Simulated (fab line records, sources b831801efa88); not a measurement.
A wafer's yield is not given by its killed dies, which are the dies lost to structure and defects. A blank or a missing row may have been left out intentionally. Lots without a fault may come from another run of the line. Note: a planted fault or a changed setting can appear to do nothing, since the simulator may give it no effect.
Which tool did it? || flow gf180mcu || 12 lots with 36 wafers sampled at 5 steps, on a route of 602 steps

== WHAT THE GAUGES READ, wafer by wafer ==
GF_POLY_GATE_CD_MEAS_10: target cd 280 nm. Usual: cdNm at 280.1 nm, with a standard deviation of 0.91.
{"lot": "L359", "measured": "day 9 11:43", "on": "cdSem-01", "cdNm (nm)": "281.0 281.0 281.4", "flag": ""}
{"lot": "L360", "measured": "day 9 19:11", "on": "cdSem-01", "cdNm (nm)": "279.5 279.6 278.6", "flag": ""}
{"lot": "L361", "measured": "day 10 02:56", "on": "cdSem-02", "cdNm (nm)": "279.8 279.6 280.9", "flag": ""}
{"lot": "L363", "measured": "day 10 16:59", "on": "cdSem-01", "cdNm (nm)": "281.4 280.6 279.6", "flag": ""}
{"lot": "L364", "measured": "day 11 00:16", "on": "cdSem-02", "cdNm (nm)": "280.1 279.1 279.4", "flag": ""}
{"lot": "L369", "measured": "day 12 11:55", "on": "cdSem-01", "cdNm (nm)": "279.6 280.7 279.7", "flag": ""}
{"lot": "L370", "measured": "day 12 21:05", "on": "cdSem-01", "cdNm (nm)": "281.4 280.2 280.6", "flag": ""}
{"lot": "L371", "measured": "day 13 00:14", "on": "cdSem-02", "cdNm (nm)": "279.3 279.9 279.5", "flag": ""}
{"lot": "L373", "measured": "day 13 17:52", "on": "cdSem-01", "cdNm (nm)": "277.7 278.5 279.6", "flag": ""}
{"lot": "L374", "measured": "day 14 01:39", "on": "cdSem-01", "cdNm (nm)": "279.8 280.6 280.0", "flag": ""}
{"lot": "L376", "measured": "day 14 13:57", "on": "cdSem-02", "cdNm (nm)": "279.7 280.5 279.6", "flag": ""}
{"lot": "L381", "measured": "day 16 00:39", "on": "cdSem-02", "cdNm (nm)": "282.7 280.9 281.0", "flag": ""}

GF_POLY_GATE_THK_MEAS_17. Usual: POLY_GATE_OXIDATION_THK 4.05 nm, standard deviation 0.087.
{"lot": "L359", "measured": "day 9 14:04", "on": "filmMetro-03", "POLY_GATE_OXIDATION_THK (nm)": "4.16 4.10 4.10", "flag": ""}
{"lot": "L360", "measured": "day 9 20:49", "on": "filmMetro-03", "POLY_GATE_OXIDATION_THK (nm)": "3.96 3.97 3.92", "flag": ""}
{"lot": "L361", "measured": "day 10 04:34", "on": "filmMetro-02", "POLY_GATE_OXIDATION_THK (nm)": "4.07 4.09 4.10", "flag": ""}
{"lot": "L363", "measured": "day 10 18:53", "on": "filmMetro-01", "POLY_GATE_OXIDATION_THK (nm)": "3.99 4.04 4.09", "flag": ""}
{"lot": "L364", "measured": "day 11 02:50", "on": "filmMetro-01", "POLY_GATE_OXIDATION_THK (nm)": "4.15 4.17 4.08", "flag": ""}
{"lot": "L369", "measured": "day 12 13:46", "on": "filmMetro-03", "POLY_GATE_OXIDATION_THK (nm)": "4.12 4.14 4.17", "flag": ""}
{"lot": "L370", "measured": "day 13 00:16", "on": "filmMetro-03", "POLY_GATE_OXIDATION_THK (nm)": "3.90 3.92 3.99", "flag": ""}
{"lot": "L371", "measured": "day 13 05:55", "on": "filmMetro-01", "POLY_GATE_OXIDATION_THK (nm)": "4.00 3.96 3.92", "flag": ""}
{"lot": "L373", "measured": "day 14 02:34", "on": "filmMetro-01", "POLY_GATE_OXIDATION_THK (nm)": "4.17 4.14 4.17", "flag": ""}
{"lot": "L374", "measured": "day 14 08:22", "on": "filmMetro-01", "POLY_GATE_OXIDATION_THK (nm)": "4.02 3.95 4.01", "flag": ""}
{"lot": "L376", "measured": "day 14 17:38", "on": "filmMetro-01", "POLY_GATE_OXIDATION_THK (nm)": "4.09 4.01 4.02", "flag": ""}
{"lot": "L381", "measured": "day 16 03:46", "on": "filmMetro-02", "POLY_GATE_OXIDATION_THK (nm)": "3.98 3.96 4.02", "flag": ""}

== WHAT TOOL EACH LOT RAN ON (gives the tool, then ch and the chambers of the sampled wafers, and finally the start) ==
{"lot": "L359", "GF_MVSD_COAT_02": "lithoTrack-02 ch 0, day 4 10:37", "GF_MVSD_STRIP_10": "plasmaAsher-04 ch 0,1, day 4 17:44", "GF_POLY_GATE_ETCH_13": "rieSi-02 ch 0,1, day 9 11:55"}
{"lot": "L360", "GF_MVSD_COAT_02": "lithoTrack-02 ch 0, day 4 14:49", "GF_MVSD_STRIP_10": "plasmaAsher-04 ch 0,1, day 4 21:47", "GF_POLY_GATE_ETCH_13": "rieSi-01 ch 1,2,3, day 9 19:21"}
{"lot": "L361", "GF_MVSD_COAT_02": "lithoTrack-04 ch 0, day 4 21:03", "GF_MVSD_STRIP_10": "plasmaAsher-01 ch 0,1, day 5 04:55", "GF_POLY_GATE_ETCH_13": "rieSi-01 ch 1,2,3, day 10 03:06"}
{"lot": "L363", "GF_MVSD_COAT_02": "lithoTrack-01 ch 0, day 5 09:28", "GF_MVSD_STRIP_10": "plasmaAsher-01 ch 0,1, day 5 16:29", "GF_POLY_GATE_ETCH_13": "rieSi-02 ch 0,1,2, day 10 17:10"}
{"lot": "L364", "GF_MVSD_COAT_02": "lithoTrack-04 ch 0, day 5 14:05", "GF_MVSD_STRIP_10": "plasmaAsher-04 ch 0,1, day 5 22:05", "GF_POLY_GATE_ETCH_13": "rieSi-02 ch 0,1,2, day 11 00:28"}
{"lot": "L369", "GF_MVSD_COAT_02": "lithoTrack-04 ch 0, day 6 20:08", "GF_MVSD_STRIP_10": "plasmaAsher-04 ch 0,1, day 7 04:29", "GF_POLY_GATE_ETCH_13": "rieSi-02 ch 0,3, day 12 12:07"}
{"lot": "L370", "GF_MVSD_COAT_02": "lithoTrack-04 ch 0, day 7 02:17", "GF_MVSD_STRIP_10": "plasmaAsher-04 ch 0,1, day 7 10:19", "GF_POLY_GATE_ETCH_13": "rieSi-01 ch 0,3, day 12 21:16"}
{"lot": "L371", "GF_MVSD_COAT_02": "lithoTrack-01 ch 0, day 7 05:45", "GF_MVSD_STRIP_10": "plasmaAsher-02 ch 0, day 7 14:11", "GF_POLY_GATE_ETCH_13": "rieSi-01 ch 0,2, day 13 00:27"}
{"lot": "L373", "GF_MVSD_COAT_02": "lithoTrack-02 ch 0, day 7 17:53", "GF_MVSD_STRIP_10": "plasmaAsher-02 ch 0,1, day 8 02:50", "GF_POLY_GATE_ETCH_13": "rieSi-02 ch 1,2, day 13 18:01"}
{"lot": "L374", "GF_MVSD_COAT_02": "lithoTrack-02 ch 0, day 7 23:49", "GF_MVSD_STRIP_10": "plasmaAsher-02 ch 0,1, day 8 07:47", "GF_POLY_GATE_ETCH_13": "rieSi-02 ch 1,2,3, day 14 01:52"}
{"lot": "L376", "GF_MVSD_COAT_02": "lithoTrack-01 ch 0, day 8 09:03", "GF_MVSD_STRIP_10": "plasmaAsher-01 ch 0, day 8 17:59", "GF_POLY_GATE_ETCH_13": "rieSi-02 ch 1,2, day 14 14:10"}
{"lot": "L381", "GF_MVSD_COAT_02": "lithoTrack-01 ch 0, day 9 15:11", "GF_MVSD_STRIP_10": "plasmaAsher-01 ch 0,1, day 10 00:22", "GF_POLY_GATE_ETCH_13": "rieSi-02 ch 1,2,3, day 16 00:49"}
- GF_MVSD_COAT_02: resist thk 3000 nm.
- GF_MVSD_STRIP_10: strips in O2/N2.
- GF_POLY_GATE_ETCH_13: etches poly-Si in HBr/Cl2, stops on SiO2, target depth 198.5 nm, time 69.6 s.

== WHAT THE TOOLS THEMSELVES READ (means of the sampled wafers that have a number; where no wafer has one, the mark that the record gives instead) ==
GF_MVSD_COAT_02. Usual: dispensePressureKPa 48.2 kPa, standard deviation 1.5; resistLineTempC 23.01 C, standard deviation 0.1.
{"lot": "L359", "tool": "lithoTrack-02", "dispensePressureKPa (kPa)": 49.5, "resistLineTempC (C)": 23.10, "flag": ""}
{"lot": "L360", "tool": "lithoTrack-02", "dispensePressureKPa (kPa)": 49.4, "resistLineTempC (C)": 22.93, "flag": ""}
{"lot": "L361", "tool": "lithoTrack-04", "dispensePressureKPa (kPa)": 46.4, "resistLineTempC (C)": 22.89, "flag": ""}
{"lot": "L363", "tool": "lithoTrack-01", "dispensePressureKPa (kPa)": 49.7, "resistLineTempC (C)": 22.95, "flag": ""}
{"lot": "L364", "tool": "lithoTrack-04", "dispensePressureKPa (kPa)": 46.4, "resistLineTempC (C)": 22.92, "flag": ""}
{"lot": "L369", "tool": "lithoTrack-04", "dispensePressureKPa (kPa)": 46.4, "resistLineTempC (C)": 23.12, "flag": ""}
{"lot": "L370", "tool": "lithoTrack-04", "dispensePressureKPa (kPa)": 46.4, "resistLineTempC (C)": 23.13, "flag": ""}
{"lot": "L371", "tool": "lithoTrack-01", "dispensePressureKPa (kPa)": 49.7, "resistLineTempC (C)": 22.99, "flag": ""}
{"lot": "L373", "tool": "lithoTrack-02", "dispensePressureKPa (kPa)": 49.4, "resistLineTempC (C)": 23.08, "flag": ""}
{"lot": "L374", "tool": "lithoTrack-02", "dispensePressureKPa (kPa)": 49.3, "resistLineTempC (C)": 23.02, "flag": ""}
{"lot": "L376", "tool": "lithoTrack-01", "dispensePressureKPa (kPa)": 49.7, "resistLineTempC (C)": 23.09, "flag": ""}
{"lot": "L381", "tool": "lithoTrack-01", "dispensePressureKPa (kPa)": 49.7, "resistLineTempC (C)": 23.00, "flag": ""}

GF_MVSD_STRIP_10. Usual: drypumpMotorCurrentA 5.8 A, standard deviation 0.36; heaterPowerW 324 W, standard deviation 39; oesProductAu 0.722 a.u., standard deviation 0.0043; stripTimeToEndpointS 36.92 s, standard deviation 0.1.
{"lot": "L359", "tool": "plasmaAsher-04", "drypumpMotorCurrentA (A)": 6.1, "heaterPowerW (W)": 327, "oesProductAu (a.u.)": 0.721, "stripTimeToEndpointS (s)": 37.06, "flag": ""}
{"lot": "L360", "tool": "plasmaAsher-04", "drypumpMotorCurrentA (A)": 6.0, "heaterPowerW (W)": 368, "oesProductAu (a.u.)": 0.721, "stripTimeToEndpointS (s)": 36.95, "flag": ""}
{"lot": "L361", "tool": "plasmaAsher-01", "drypumpMotorCurrentA (A)": 5.4, "heaterPowerW (W)": 306, "oesProductAu (a.u.)": 0.718, "stripTimeToEndpointS (s)": 36.85, "flag": ""}
{"lot": "L363", "tool": "plasmaAsher-01", "drypumpMotorCurrentA (A)": 5.4, "heaterPowerW (W)": 309, "oesProductAu (a.u.)": 0.725, "stripTimeToEndpointS (s)": 36.81, "flag": ""}
{"lot": "L364", "tool": "plasmaAsher-04", "drypumpMotorCurrentA (A)": 6.0, "heaterPowerW (W)": 352, "oesProductAu (a.u.)": 0.722, "stripTimeToEndpointS (s)": 37.00, "flag": ""}
{"lot": "L369", "tool": "plasmaAsher-04", "drypumpMotorCurrentA (A)": 6.0, "heaterPowerW (W)": 347, "oesProductAu (a.u.)": 0.719, "stripTimeToEndpointS (s)": 36.43, "flag": "OFF"}
{"lot": "L370", "tool": "plasmaAsher-04", "drypumpMotorCurrentA (A)": 6.0, "heaterPowerW (W)": 343, "oesProductAu (a.u.)": 0.721, "stripTimeToEndpointS (s)": 36.33, "flag": "OFF"}
{"lot": "L371", "tool": "plasmaAsher-02", "drypumpMotorCurrentA (A)": 6.2, "heaterPowerW (W)": 338, "oesProductAu (a.u.)": 0.723, "stripTimeToEndpointS (s)": 36.93, "flag": ""}
{"lot": "L373", "tool": "plasmaAsher-02", "drypumpMotorCurrentA (A)": 6.0, "heaterPowerW (W)": 323, "oesProductAu (a.u.)": 0.723, "stripTimeToEndpointS (s)": 36.87, "flag": ""}
{"lot": "L374", "tool": "plasmaAsher-02", "drypumpMotorCurrentA (A)": 5.7, "heaterPowerW (W)": 305, "oesProductAu (a.u.)": 0.723, "stripTimeToEndpointS (s)": 37.01, "flag": ""}
{"lot": "L376", "tool": "plasmaAsher-01", "drypumpMotorCurrentA (A)": 5.3, "heaterPowerW (W)": 300, "oesProductAu (a.u.)": 0.723, "stripTimeToEndpointS (s)": 36.91, "flag": ""}
{"lot": "L381", "tool": "plasmaAsher-01", "drypumpMotorCurrentA (A)": 5.4, "heaterPowerW (W)": 308, "oesProductAu (a.u.)": 0.725, "stripTimeToEndpointS (s)": 36.94, "flag": ""}

GF_POLY_GATE_ETCH_13. Usual: drypumpMotorCurrentA 5.77 A, standard deviation 0.21; oesProductAu 0.990 a.u., standard deviation 0.007; throttleValvePct 33.684 %, standard deviation 0.0092.
{"lot": "L359", "tool": "rieSi-02", "drypumpMotorCurrentA (A)": 5.70, "oesProductAu (a.u.)": 0.986, "throttleValvePct (%)": 33.682, "flag": ""}
{"lot": "L360", "tool": "rieSi-01", "drypumpMotorCurrentA (A)": 6.01, "oesProductAu (a.u.)": 0.993, "throttleValvePct (%)": 33.686, "flag": ""}
{"lot": "L361", "tool": "rieSi-01", "drypumpMotorCurrentA (A)": 6.01, "oesProductAu (a.u.)": 0.985, "throttleValvePct (%)": 33.691, "flag": ""}
{"lot": "L363", "tool": "rieSi-02", "drypumpMotorCurrentA (A)": 5.67, "oesProductAu (a.u.)": 0.983, "throttleValvePct (%)": 33.688, "flag": ""}
{"lot": "L364", "tool": "rieSi-02", "drypumpMotorCurrentA (A)": 5.66, "oesProductAu (a.u.)": 0.987, "throttleValvePct (%)": 33.681, "flag": ""}
{"lot": "L369", "tool": "rieSi-02", "drypumpMotorCurrentA (A)": 5.71, "oesProductAu (a.u.)": 0.988, "throttleValvePct (%)": 33.688, "flag": ""}
{"lot": "L370", "tool": "rieSi-01", "drypumpMotorCurrentA (A)": 5.93, "oesProductAu (a.u.)": 0.989, "throttleValvePct (%)": 33.679, "flag": ""}
{"lot": "L371", "tool": "rieSi-01", "drypumpMotorCurrentA (A)": 5.94, "oesProductAu (a.u.)": 0.993, "throttleValvePct (%)": 33.678, "flag": ""}
{"lot": "L373", "tool": "rieSi-02", "drypumpMotorCurrentA (A)": 5.64, "oesProductAu (a.u.)": 1.000, "throttleValvePct (%)": 33.679, "flag": ""}
{"lot": "L374", "tool": "rieSi-02", "drypumpMotorCurrentA (A)": 5.59, "oesProductAu (a.u.)": 0.989, "throttleValvePct (%)": 33.689, "flag": ""}
{"lot": "L376", "tool": "rieSi-02", "drypumpMotorCurrentA (A)": 5.64, "oesProductAu (a.u.)": 0.985, "throttleValvePct (%)": 33.682, "flag": ""}
{"lot": "L381", "tool": "rieSi-02", "drypumpMotorCurrentA (A)": 5.56, "oesProductAu (a.u.)": 0.985, "throttleValvePct (%)": 33.681, "flag": ""}

== THE ANSWER, worked out from the rows above alone ==
Rule: take the mean of a lot's wafers that have a number; if it is more than 3 standard deviations from the usual mean, the lot is off. A lot without any number at a reading at which 4 lots or more have one is off too. All remaining lots with rows at the step are treated as sound. The gauges are gone through in route order, then the tools' own readings, and for those a lot's mean is taken as printed above. At the first step where some lot is off, the reading lying furthest off is the one used; lots without a number count as furthest.
Off: L369, L370, at GF_MVSD_STRIP_10 (stripTimeToEndpointS).
If a tool, at that step or one of the process steps before it, ran each lot that is off and ran no sound lot following the first of them, it fits. Can't be told from this: 2 tools fit, lithoTrack-04 at GF_MVSD_COAT_02, plasmaAsher-04 at GF_MVSD_STRIP_10.

== WHAT THE SIMULATOR HAD PUT IN ==
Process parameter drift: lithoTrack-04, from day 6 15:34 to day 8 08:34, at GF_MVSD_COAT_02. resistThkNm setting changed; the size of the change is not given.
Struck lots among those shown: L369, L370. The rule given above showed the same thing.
